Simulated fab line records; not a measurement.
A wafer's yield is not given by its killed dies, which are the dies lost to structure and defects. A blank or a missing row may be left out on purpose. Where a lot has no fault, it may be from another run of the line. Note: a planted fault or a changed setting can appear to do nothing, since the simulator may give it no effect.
8D (eight disciplines) problem report, filled in by code || flow sky130 || the parts of the form that need people (team, actions taken, sign-off) are left out

1. WHAT WENT WRONG
VIA3_HDPCVD_THK at SKY_VIA3_THK_MEAS_01 reads a mean of 2645 nm on 1 wafer of 1 lot; wafers without a fault read 1638 nm with a standard deviation of 20. That puts it +50 standard deviations away from the usual mean.
The first sign was on wafer L520.6 at day 42 12:31, on film_metro-02. The record has a number at this step for 39 wafers belonging to 13 lots. Rule for "out" (also "out of limits"): further than 4 standard deviations from the usual mean. All remaining wafers that have a number are taken as sound.

2. WHAT IT IS, AND WHAT IT ISN'T
{"question": "which readings at this step", "is": "VIA3_HDPCVD_THK", "is not": "-"}
{"question": "which lots", "is": "L520", "is not": "L508, L509, L512, L513, L514, L517, L526, L527, L528, L529, L530, L531"}
{"question": "which wafers of those lots", "is": "L520.6", "is not": "L520.2, L520.5"}
{"question": "read on which gauges", "is": "film_metro-02", "is not": "film_metro-01, film_metro-03"}
{"question": "when", "is": "from day 42 12:31", "is not": "up to then (20 sound wafers); but 18 sound wafers of L526, L527, L528, L529, L530, L531 came after"}

3. SUSPECTS, AND WHAT RULES EACH OUT
Counting: any tool at a process step up to the reading remains a suspect provided it ran every lot that is out. Sound lots after the first of them don't rule it out here, since some wafers of a struck lot are sound.
- the gauge at SKY_VIA3_THK_MEAS_01: kept. All the wafers that are out were read on film_metro-02, and no step on other tools shows them out.
- hdpcvd-02 at SKY_VIA3_HDPCVD_00 (deposits SiO2, target thk 1635 nm, time 272.5 s): kept. It ran the lot that is out, L520 (day 42 12:15); its last sound lot up to then is L513 (day 41 02:46).
The count leaves film_metro-02 at SKY_VIA3_THK_MEAS_01 and hdpcvd-02 at SKY_VIA3_HDPCVD_00.

4. THE CAUSE (what the simulator had put in)
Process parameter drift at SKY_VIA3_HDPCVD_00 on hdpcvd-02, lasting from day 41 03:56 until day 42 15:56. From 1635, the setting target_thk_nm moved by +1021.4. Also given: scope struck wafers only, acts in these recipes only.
Counting leaves 2 suspects; this tool is one of them.

5. SEQUENCE OF EFFECTS, ordered by route
Each row: a reading where the mean over the struck wafers with a number is more than 3 standard deviations away from the usual. Readings are gone through only where the record gives a usual standard deviation; hours: the median, over the lots, of the time from a lot's start at the first step in this table giving one to that lot's start at this step; sigmas: the change measured in usual standard deviations.
{"hours": 0, "step": "SKY_VIA3_THK_MEAS_01", "reading": "VIA3_HDPCVD_THK", "usual": "1638 nm", "on struck wafers": 2645, "change": "+1007", "sigmas": "+50"}

6. HOW IT WOULD HAVE BEEN CAUGHT EARLIER
The first out-of-limits reading at a measuring or inspecting step in this record came at day 42 12:31, 33 hours after the fault's start at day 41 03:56.
Each of the lots that are out, 1 in all, had begun SKY_VIA3_HDPCVD_00 on hdpcvd-02 no later than day 42 12:31. Holding the tool at that point would not have protected any of them.
